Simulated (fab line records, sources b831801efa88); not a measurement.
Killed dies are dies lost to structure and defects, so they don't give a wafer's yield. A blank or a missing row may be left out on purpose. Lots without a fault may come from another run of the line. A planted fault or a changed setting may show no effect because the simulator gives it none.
fab line records | flow sky130
record lots=24 wafers=72 last_day=50
route steps=708 shown VIA2@520 CAPM@541 METAL4@599 CAP2M@607 VIA4@656
lots that met no fault: from a run of the same line without faults
start_h: hours from the record's first day to the start of the lot's first wafer shown | wait_h: hours since the lot's step before | " the same as in the row above | L1.1+2: a row that stands for several wafers | - no value, or no start given | * or withheld: withheld | < > ~ a bound
route shown NAME@n: a module of which the file shows steps, and the number in the route of the first | usual: mean/standard deviation of fault-free wafers | same: alike in all rows | chamber/n: place in a boat | sites: the reading at each site | _std_site: their standard deviation | _edge_site: outer sites' mean less inner sites' | radius_mm: how far each site lies from the wafer's centre | mask NAME#n: copy n | behind: the tool/chamber that last shaped the wafer | hold: why the lot was held/for how many hours/how that ended | device: the transistor (n, p or np) that didn't switch | end of line: the same wafers' tests at the end of the route | a step without rows: its recipe alone | killed: dies lost to structure and defects at the first sort, not the wafer's yield | map: a wafer's dies, x killed, . not, _ none there
set.NAME: the setting as run; set.NAME@STEP: as run at that earlier step | model.NAME: the simulator's own value behind a step, which no gauge read
steps of the route over a sample of lots; a table a step, a row a wafer
services: from which hour (start_h, from the record's first day; less than 0 if before it) a tool's chamber was out of use, for how many hours, and why
## steps
# step SKY_VIA2_OVL_MEAS_13
# usual VIA2_OVL=-4/4.8
# columns lot.wafer tool chamber start_h wait_h VIA2_OVL[nm]
L076.4 overlay-01 - 867.23 0.1 -1
L076.5 " - " " -1
L076.6 " - " " -8
L075.1 overlay-02 - 868.37 0.1 -13
L075.5 " - " " -9
L075.6 " - " " -8
L074.2 overlay-01 - 869.07 0.1 -4
L074.3 " - " " -7
L074.4 " - " " 1
L077.3 overlay-01 - 869.43 0.1 -6
L077.5 " - " " 4
L077.6 " - " " -5
L078.1 overlay-02 - 878.27 0.1 5
L078.2 " - " " -4
L078.3 " - " " -8
L079.1 overlay-02 - 886.87 0.1 1
L079.3 " - " " -8
L079.6 " - " " -1
L080.3 overlay-02 - 894.23 0.1 -2
L080.4 " - " " -13
L080.6 " - " " -4
L081.1 overlay-01 - 902.93 0.1 -6
L081.3 " - " " -6
L081.6 " - " " 3
L082.1 overlay-02 - 913.13 0.1 -1
L082.4 " - " " 0
L082.5 " - " " 1
L083.4 overlay-01 - 918.57 0.1 -7
L083.5 " - " " -10
L083.6 " - " " -9
L084.3 overlay-02 - 926.36 0.1 -7
L084.4 " - " " -14
L084.5 " - " " -6
L085.2 overlay-01 - 927.61 0.1 5
L085.4 " - " " 3
L085.6 " - " " 2
L086.2 overlay-02 - 938.76 0.1 -1
L086.3 " - " " 2
L086.6 " - " " -2
L087.2 overlay-01 - 947.29 0.1 -1
L087.3 " - " " -6
L087.5 " - " " -3
L088.4 overlay-01 - 954.75 0.1 -11
L088.5 " - " " -7
L088.6 " - " " -13
L089.1 overlay-01 - 959.16 0.1 -10
L089.3 " - " " -11
L089.4 " - " " -4
L090.1 overlay-01 - 961.07 0.1 -1
L090.2 " - " " 2
L090.5 " - " " -6
L093.1 overlay-01 - 1001.73 0.1 4
L093.3 " - " " 7
L093.5 " - " " -2
L094.2 overlay-02 - 1004.51 0.1 -3
L094.4 " - " " -4
L094.6 " - " " -2
L091.1 overlay-01 - 1005.55 0.1 -6
L091.2 " - " " -1
L091.3 " - " " -6
L095.2 overlay-01 - 1007.27 0.1 -9
L095.4 " - " " -8
L095.6 " - " " -10
L092.2 overlay-02 - 1008.64 0.1 3
L092.3 " - " " -9
L092.5 " - " " -8
L096.1 overlay-02 - 1009.46 0.1 1
L096.4 " - " " 2
L096.5 " - " " 2
L097.1 overlay-02 - 1014.84 0.1 -4
L097.2 " - " " -9
L097.4 " - " " -2
# step SKY_CAPM_THK_MEAS_04
# recipe thk_meas_gauge=xrf reads=TiN_of_CAPM_SPUTTER_02
# usual CAPM_TIN_THK=201.8/2.4
# columns lot.wafer tool chamber start_h wait_h CAPM_TIN_THK[nm]
L076.4 film_metro-01 - 869.15 0.1 202.8
L076.5 " - " " 206.0
L076.6 " - " " 203.8
L075.1 film_metro-04 - 870.24 0.1 204.7
L075.5 " - " " 203.8
L075.6 " - " " 198.9
L074.2 film_metro-01 - 870.99 0.1 198.1
L074.3 " - " " 201.0
L074.4 " - " " 203.5
L077.3 film_metro-04 - 871.31 0.1 201.7
L077.5 " - " " 204.4
L077.6 " - " " 200.5
L078.1 film_metro-04 - 880.14 0.1 202.9
L078.2 " - " " 200.4
L078.3 " - " " 205.0
L079.1 film_metro-04 - 888.89 0.1 201.2
L079.3 " - " " 202.3
L079.6 " - " " 202.8
L080.3 film_metro-01 - 896.11 0.1 202.3
L080.4 " - " " 206.7
L080.6 " - " " 203.9
L081.1 film_metro-01 - 904.84 0.1 201.9
L081.3 " - " " 200.3
L081.6 " - " " 201.7
L082.1 film_metro-03 - 915.04 0.1 198.9
L082.4 " - " " 203.5
L082.5 " - " " 200.6
L083.4 film_metro-03 - 920.46 0.1 197.0
L083.5 " - " " 197.1
L083.6 " - " " 199.5
L084.3 film_metro-01 - 928.26 0.1 203.2
L084.4 " - " " 203.6
L084.5 " - " " 205.1
L085.2 film_metro-01 - 929.52 0.1 203.1
L085.4 " - " " 197.7
L085.6 " - " " 201.1
L086.2 film_metro-04 - 940.63 0.1 198.2
L086.3 " - " " 201.6
L086.6 " - " " 201.8
L087.2 film_metro-01 - 949.22 0.1 203.2
L087.3 " - " " 199.0
L087.5 " - " " 205.2
L088.4 film_metro-03 - 956.64 0.1 202.5
L088.5 " - " " 198.9
L088.6 " - " " 201.4
L089.1 film_metro-03 - 961.04 0.1 204.0
L089.3 " - " " 205.3
L089.4 " - " " 203.4
L090.1 film_metro-01 - 962.96 0.1 205.8
L090.2 " - " " 201.7
L090.5 " - " " 204.8
L093.1 film_metro-04 - 1003.60 0.1 202.0
L093.3 " - " " 202.6
L093.5 " - " " 202.5
L094.2 film_metro-04 - 1006.39 0.1 200.1
L094.4 " - " " 199.7
L094.6 " - " " 199.0
L091.1 film_metro-01 - 1007.42 0.1 198.9
L091.2 " - " " 200.3
L091.3 " - " " 200.6
L095.2 film_metro-01 - 1009.19 0.1 198.4
L095.4 " - " " 201.5
L095.6 " - " " 200.1
L092.2 film_metro-01 - 1010.73 0.1 206.6
L092.3 " - " " 204.5
L092.5 " - " " 204.5
L096.1 film_metro-03 - 1011.41 0.1 204.7
L096.4 " - " " 202.9
L096.5 " - " " 206.6
L097.1 film_metro-01 - 1016.74 0.1 198.1
L097.2 " - " " 200.7
L097.4 " - " " 203.7
# step SKY_METAL4_SPUTTER_01
# recipe material=TiN target_thk_nm=20 power_w=6500 time_s=16.7 chamber_pressure_pa=0.4
# usual throttle_valve_pct=30.8/1.2
# columns lot.wafer tool chamber start_h wait_h throttle_valve_pct
L076.4 pvd_sputter-02 - 948.27 0.0 30.5
L076.5 " - " " 30.4
L076.6 " - " " 31.1
L075.1 pvd_sputter-02 - 949.02 0.0 30.0
L075.5 " - " " 30.4
L075.6 " - " " 29.9
L074.2 pvd_sputter-03 - 949.98 0.0 29.9
L074.3 " - " " 30.1
L074.4 " - " " 30.4
L077.3 pvd_sputter-03 - 950.66 0.0 29.8
L077.5 " - " " 29.5
L077.6 " - " " 29.9
L078.1 pvd_sputter-01 - 958.59 0.0 29.3
L078.2 " - " " 32.9
L078.3 " - " " 32.9
L079.1 pvd_sputter-03 - 967.62 0.0 29.9
L079.3 " - " " 30.0
L079.6 " - " " 30.2
L080.3 pvd_sputter-02 - 974.47 0.0 30.7
L080.4 " - " " 31.0
L080.6 " - " " 30.1
L081.1 pvd_sputter-01 - 983.16 0.0 33.1
L081.3 " - " " 33.1
L081.6 " - " " 33.2
L082.1 pvd_sputter-03 - 991.95 0.0 29.9
L082.4 " - " " 30.0
L082.5 " - " " 30.0
L083.4 pvd_sputter-01 - 998.19 0.0 33.1
L083.5 " - " " 33.0
L083.6 " - " " 31.8
L084.3 pvd_sputter-02 - 1005.28 0.0 30.4
L084.4 " - " " 30.4
L084.5 " - " " 30.9
L085.2 pvd_sputter-03 - 1005.57 0.0 29.7
L085.4 " - " " 30.4
L085.6 " - " " 29.9
L086.2 pvd_sputter-01 - 1016.60 0.0 31.7
L086.3 " - " " 29.5
L086.6 " - " " 32.9
L087.2 pvd_sputter-02 - 1024.52 0.0 31.1
L087.3 " - " " 30.2
L087.5 " - " " 31.2
L088.4 pvd_sputter-01 - 1031.87 0.0 33.2
L088.5 " - " " 29.5
L088.6 " - " " 33.3
L089.1 pvd_sputter-03 - 1035.65 0.0 29.6
L089.3 " - " " 29.6
L089.4 " - " " 29.8
L090.1 pvd_sputter-02 - 1045.19 0.0 30.5
L090.2 " - " " 31.2
L090.5 " - " " 30.3
L093.1 pvd_sputter-02 - 1073.08 0.0 30.1
L093.3 " - " " 30.5
L093.5 " - " " 30.4
L094.2 pvd_sputter-01 - 1075.47 0.0 31.6
L094.4 " - " " 29.2
L094.6 " - " " 33.2
L091.1 pvd_sputter-02 - 1075.55 0.0 30.4
L091.2 " - " " 30.7
L091.3 " - " " 30.0
L095.2 pvd_sputter-02 - 1077.05 0.0 31.1
L095.4 " - " " 30.5
L095.6 " - " " 31.1
L092.2 pvd_sputter-01 - 1078.39 0.0 31.5
L092.3 " - " " 29.3
L092.5 " - " " 29.3
L096.1 pvd_sputter-01 - 1079.51 0.0 31.6
L096.4 " - " " 33.2
L096.5 " - " " 33.4
L097.1 pvd_sputter-03 - 1083.16 0.0 29.9
L097.2 " - " " 30.3
L097.4 " - " " 30.4
# step SKY_METAL4_SPUTTER_04
# recipe material=TiN target_thk_nm=70 power_w=6500 time_s=58.3 chamber_pressure_pa=0.4
# usual throttle_valve_pct=30.8/1.2
# columns lot.wafer tool chamber start_h wait_h throttle_valve_pct
L076.4 pvd_sputter-02 - 948.35 0.0 30.4
L076.5 " - " " 30.5
L076.6 " - " " 31.1
L075.1 pvd_sputter-02 - 949.10 0.0 30.6
L075.5 " - " " 30.3
L075.6 " - " " 30.1
L074.2 pvd_sputter-03 - 950.07 0.0 29.9
L074.3 " - " " 29.8
L074.4 " - " " 30.4
L077.3 pvd_sputter-03 - 950.75 0.0 29.5
L077.5 " - " " 30.0
L077.6 " - " " 29.8
L078.1 pvd_sputter-01 - 958.68 0.0 29.6
L078.2 " - " " 33.1
L078.3 " - " " 33.0
L079.1 pvd_sputter-03 - 967.70 0.0 30.1
L079.3 " - " " 29.9
L079.6 " - " " 29.8
L080.3 pvd_sputter-02 - 974.55 0.0 30.6
L080.4 " - " " 31.2
L080.6 " - " " 30.3
L081.1 pvd_sputter-01 - 983.24 0.0 33.4
L081.3 " - " " 33.2
L081.6 " - " " 33.2
L082.1 pvd_sputter-03 - 992.04 0.0 29.8
L082.4 " - " " 30.0
L082.5 " - " " 30.0
L083.4 pvd_sputter-01 - 998.27 0.0 33.0
L083.5 " - " " 33.3
L083.6 " - " " 31.4
L084.3 pvd_sputter-02 - 1005.36 0.0 30.0
L084.4 " - " " 30.6
L084.5 " - " " 31.0
L085.2 pvd_sputter-03 - 1005.65 0.0 29.6
L085.4 " - " " 30.4
L085.6 " - " " 30.2
L086.2 pvd_sputter-01 - 1016.68 0.0 31.4
L086.3 " - " " 29.3
L086.6 " - " " 33.3
L087.2 pvd_sputter-02 - 1024.60 0.0 31.1
L087.3 " - " " 30.2
L087.5 " - " " 31.1
L088.4 pvd_sputter-01 - 1031.97 0.0 33.3
L088.5 " - " " 29.2
L088.6 " - " " 33.0
L089.1 pvd_sputter-03 - 1035.73 0.0 29.9
L089.3 " - " " 29.9
L089.4 " - " " 29.9
L090.1 pvd_sputter-02 - 1045.27 0.0 30.4
L090.2 " - " " 31.3
L090.5 " - " " 30.5
L093.1 pvd_sputter-02 - 1073.17 0.0 30.0
L093.3 " - " " 30.3
L093.5 " - " " 30.5
L094.2 pvd_sputter-01 - 1075.55 0.0 31.3
L094.4 " - " " 29.6
L094.6 " - " " 33.2
L091.1 pvd_sputter-02 - 1075.63 0.0 30.4
L091.2 " - " " 30.3
L091.3 " - " " 30.2
L095.2 pvd_sputter-02 - 1077.13 0.0 31.0
L095.4 " - " " 30.2
L095.6 " - " " 31.3
L092.2 pvd_sputter-01 - 1078.47 0.0 31.6
L092.3 " - " " 29.6
L092.5 " - " " 29.5
L096.1 pvd_sputter-01 - 1079.60 0.0 31.5
L096.4 " - " " 33.3
L096.5 " - " " 33.2
L097.1 pvd_sputter-03 - 1083.25 0.0 30.1
L097.2 " - " " 29.9
L097.4 " - " " 30.4
# step SKY_CAP2M_THK_MEAS_04
# recipe thk_meas_gauge=xrf reads=TiN_of_CAP2M_SPUTTER_02
# usual CAP2M_TIN_THK=202/3
# columns lot.wafer tool chamber start_h wait_h CAP2M_TIN_THK[nm]
L076.4 film_metro-02 - 948.74 0.1 198
L076.5 " - " " 203
L076.6 " - " " 197
L075.1 film_metro-04 - 949.46 0.1 200
L075.5 " - " " 199
L075.6 " - " " 204
L074.2 film_metro-04 - 950.44 0.1 205
L074.3 " - " " 208
L074.4 " - " " 203
L077.3 film_metro-04 - 951.14 0.1 204
L077.5 " - " " 198
L077.6 " - " " 202
L078.1 film_metro-02 - 959.04 0.1 204
L078.2 " - " " 198
L078.3 " - " " 197
L079.1 film_metro-01 - 968.07 0.1 197
L079.3 " - " " 200
L079.6 " - " " 198
L080.3 film_metro-04 - 974.93 0.1 205
L080.4 " - " " 205
L080.6 " - " " 204
L081.1 film_metro-02 - 983.60 0.1 198
L081.3 " - " " 204
L081.6 " - " " 201
L082.1 film_metro-02 - 992.40 0.1 198
L082.4 " - " " 201
L082.5 " - " " 199
L083.4 film_metro-04 - 998.66 0.1 201
L083.5 " - " " 203
L083.6 " - " " 200
L084.3 film_metro-04 - 1005.74 0.1 203
L084.4 " - " " 203
L084.5 " - " " 208
L085.2 film_metro-02 - 1006.02 0.1 202
L085.4 " - " " 205
L085.6 " - " " 205
L086.2 film_metro-02 - 1017.05 0.1 202
L086.3 " - " " 199
L086.6 " - " " 201
L087.2 film_metro-01 - 1024.97 0.1 205
L087.3 " - " " 203
L087.5 " - " " 204
L088.4 film_metro-02 - 1032.33 0.1 207
L088.5 " - " " 205
L088.6 " - " " 199
L089.1 film_metro-02 - 1036.09 0.1 203
L089.3 " - " " 202
L089.4 " - " " 203
L090.1 film_metro-01 - 1045.63 0.1 200
L090.2 " - " " 200
L090.5 " - " " 204
L093.1 film_metro-01 - 1073.53 0.1 200
L093.3 " - " " 200
L093.5 " - " " 198
L094.2 film_metro-02 - 1075.92 0.1 204
L094.4 " - " " 202
L094.6 " - " " 201
L091.1 film_metro-04 - 1075.99 0.1 202
L091.2 " - " " 201
L091.3 " - " " 203
L095.2 film_metro-04 - 1077.50 0.1 205
L095.4 " - " " 203
L095.6 " - " " 202
L092.2 film_metro-01 - 1078.84 0.1 198
L092.3 " - " " 202
L092.5 " - " " 197
L096.1 film_metro-02 - 1079.96 0.1 202
L096.4 " - " " 197
L096.5 " - " " 200
L097.1 film_metro-02 - 1083.61 0.1 201
L097.2 " - " " 200
L097.4 " - " " 204
# step SKY_VIA4_SPUTTER_17
# recipe material=TiN target_thk_nm=20 chamber_pressure_pa=5 power_w=4000 time_s=80
# usual throttle_valve_pct=30.8/1.5
# columns lot.wafer tool chamber start_h wait_h throttle_valve_pct
L076.4 pvd_sputter-01 - 1023.34 0.0 33.5
L076.5 " - " " 31.5
L076.6 " - " " 33.2
L075.1 pvd_sputter-01 - 1026.17 0.0 31.3
L075.5 " - " " 33.2
L075.6 " - " " 31.5
L074.2 pvd_sputter-03 - 1026.23 0.0 30.0
L074.3 " - " " 29.6
L074.4 " - " " 29.7
L077.3 pvd_sputter-01 - 1026.32 0.0 31.7
L077.5 " - " " 29.5
L077.6 " - " " 32.9
L078.1 pvd_sputter-01 - 1033.37 0.0 33.0
L078.2 " - " " 29.6
L078.3 " - " " 33.1
L079.1 pvd_sputter-03 - 1040.07 0.0 29.8
L079.3 " - " " 29.9
L079.6 " - " " 29.9
L080.3 pvd_sputter-03 - 1047.22 0.0 30.5
L080.4 " - " " 29.6
L080.6 " - " " 29.8
L081.1 pvd_sputter-04 - 1053.52 0.0 28.0
L081.3 " - " " 31.3
L081.6 " - " " 29.5
L082.1 pvd_sputter-01 - 1067.14 0.0 33.1
L082.4 " - " " 31.7
L082.5 " - " " 33.1
L083.4 pvd_sputter-03 - 1070.58 0.0 30.4
L083.5 " - " " 29.8
L083.6 " - " " 30.0
L084.3 pvd_sputter-03 - 1072.90 0.0 30.2
L084.4 " - " " 30.0
L084.5 " - " " 29.4
L085.2 pvd_sputter-01 - 1073.23 0.0 29.3
L085.4 " - " " 33.0
L085.6 " - " " 29.4
L086.2 pvd_sputter-01 - 1083.13 0.0 33.0
L086.3 " - " " 31.5
L086.6 " - " " 33.1
L087.2 pvd_sputter-01 - 1092.18 0.0 33.1
L087.3 " - " " 31.4
L087.5 " - " " 31.8
L088.4 pvd_sputter-04 - 1096.91 0.0 30.0
L088.5 " - " " 31.3
L088.6 " - " " 29.5
L089.1 pvd_sputter-04 - 1101.81 0.0 28.4
L089.3 " - " " 29.3
L089.4 " - " " 31.3
L090.1 pvd_sputter-03 - 1110.57 0.0 30.2
L090.2 " - " " 30.3
L090.5 " - " " 30.6
L093.1 pvd_sputter-04 - 1136.87 0.0 28.1
L093.3 " - " " 29.5
L093.5 " - " " 29.5
L094.2 pvd_sputter-04 - 1140.06 0.0 29.6
L094.4 " - " " 30.0
L094.6 " - " " 28.4
L091.1 pvd_sputter-01 - 1141.07 0.0 31.5
L091.2 " - " " 29.3
L091.3 " - " " 33.1
L095.2 pvd_sputter-03 - 1141.07 0.0 29.9
L095.4 " - " " 30.0
L095.6 " - " " 29.8
L092.2 pvd_sputter-01 - 1142.47 0.0 32.9
L092.3 " - " " 29.4
L092.5 " - " " 33.1
L096.1 pvd_sputter-04 - 1142.61 0.0 30.0
L096.4 " - " " 28.2
L096.5 " - " " 29.5
L097.1 pvd_sputter-01 - 1145.42 0.0 31.4
L097.2 " - " " 29.2
L097.4 " - " " 33.0
## services
# columns tool chamber start_h hours kind
pvd_sputter-03 - 929.87 11.8 repair
pvd_sputter-03 0 950.79 - consumable_replace:kit
pvd_sputter-03 0 950.79 18.0 scheduled_down
pvd_sputter-03 0 950.79 18.0 vent_cycle
pvd_sputter-02 - 956.01 14.5 repair
pvd_sputter-02 - 963.60 5.1 repair
pvd_sputter-03 - 988.25 3.6 repair
pvd_sputter-02 - 989.07 8.4 repair
pvd_sputter-02 0 1016.43 - consumable_replace:kit
pvd_sputter-02 0 1016.43 18.0 scheduled_down
pvd_sputter-01 1 1028.75 - consumable_replace:kit
pvd_sputter-01 1 1028.75 18.0 scheduled_down
pvd_sputter-01 1 1028.75 18.0 vent_cycle
pvd_sputter-01 - 1043.03 21.2 repair
pvd_sputter-04 - 1044.65 2.2 repair
pvd_sputter-02 - 1067.07 2.8 repair
pvd_sputter-03 - 1074.06 7.4 repair
pvd_sputter-03 - 1080.23 2.0 repair
pvd_sputter-01 - 1093.10 6.4 repair
pvd_sputter-01 - 1117.76 3.9 repair
pvd_sputter-03 3 1137.72 - consumable_replace:kit
pvd_sputter-03 3 1137.72 18.0 scheduled_down
pvd_sputter-03 3 1137.72 18.0 vent_cycle
pvd_sputter-01 - 1143.38 1.1 repair
## key
fault none
